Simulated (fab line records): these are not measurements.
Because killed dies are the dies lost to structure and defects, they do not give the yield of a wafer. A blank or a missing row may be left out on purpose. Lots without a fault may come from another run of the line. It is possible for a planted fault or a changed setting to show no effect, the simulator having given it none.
The tool behind it: which one? || flow sky130 || 6 lots, 18 wafers sampled, at 3 steps of a route of 708

== WHAT THE GAUGES SHOWED, per wafer ==
SKY_PWDE_OVL_MEAS_07.
{"lot": "L837", "measured": "day 4 03:22", "on": "overlay-02", "PWDE_OVL (nm)": "0.0 -2.0 0.7"}
{"lot": "L843", "measured": "day 5 20:26", "on": "overlay-01", "PWDE_OVL (nm)": "-0.4 -0.7 1.2"}
{"lot": "L846", "measured": "day 6 15:03", "on": "overlay-02", "PWDE_OVL (nm)": "5.5 3.7 3.5"}
{"lot": "L848", "measured": "day 7 10:04", "on": "overlay-02", "PWDE_OVL (nm)": "1.1 1.0 1.1"}
{"lot": "L851", "measured": "day 8 00:41", "on": "overlay-02", "PWDE_OVL (nm)": "-0.6 2.2 0.7"}
{"lot": "L857", "measured": "day 8 23:41", "on": "overlay-01", "PWDE_OVL (nm)": "1.3 1.4 5.3"}

== WHICH TOOL RAN EACH LOT (tool, then ch and the chambers of the sampled wafers, then the start) ==
{"lot": "L837", "SKY_FIELD_ISO_ETCH_14": "rieDiel-02 ch 0,1,3, day 2 10:07", "SKY_PWDE_EXPOSE_04": "ilineStepper-01 ch 0, day 3 19:58"}
{"lot": "L843", "SKY_FIELD_ISO_ETCH_14": "rieDiel-02 ch 1,2, day 3 17:47", "SKY_PWDE_EXPOSE_04": "ilineStepper-01 ch 0, day 5 11:56"}
{"lot": "L846", "SKY_FIELD_ISO_ETCH_14": "rieDiel-03 ch 0,1, day 4 07:43", "SKY_PWDE_EXPOSE_04": "ilineStepper-02 ch 0, day 6 06:23"}
{"lot": "L848", "SKY_FIELD_ISO_ETCH_14": "rieDiel-02 ch 0,2, day 4 18:49", "SKY_PWDE_EXPOSE_04": "ilineStepper-02 ch 0, day 7 00:28"}
{"lot": "L851", "SKY_FIELD_ISO_ETCH_14": "rieDiel-04 ch 0,1,3, day 5 17:14", "SKY_PWDE_EXPOSE_04": "ilineStepper-02 ch 0, day 7 14:43"}
{"lot": "L857", "SKY_FIELD_ISO_ETCH_14": "rieDiel-02 ch 0,2, day 6 23:19", "SKY_PWDE_EXPOSE_04": "ilineStepper-01 ch 0, day 8 13:12"}
- SKY_FIELD_ISO_ETCH_14: etches BARC in N2/H2, stops on SiO2, time 45.9 s, target depth 60 nm.
- SKY_PWDE_EXPOSE_04: exposes mask PWDEM, target cd 840 nm.

== THE ANSWER, worked out from the rows above alone ==
Rule: the usual values come from the lots themselves. Put in order of their means at a reading, lots are off if they are a third of the lots or fewer, leave a main group of 4 or more, and stand apart from it by a gap of 3 or more times the standard deviation of the main group's means; of several such gaps the widest counts. The tables above print the reading to a certain number of digits; a main group whose means all agree to those digits is not used. Also off: a lot with no number at a reading for which 4 or more lots have one. All remaining lots with rows at the step are treated as sound.
Across all readings shown, no lot is off: no conclusion can be drawn from this.

== WHAT HAD BEEN PUT IN BY THE SIMULATOR ==
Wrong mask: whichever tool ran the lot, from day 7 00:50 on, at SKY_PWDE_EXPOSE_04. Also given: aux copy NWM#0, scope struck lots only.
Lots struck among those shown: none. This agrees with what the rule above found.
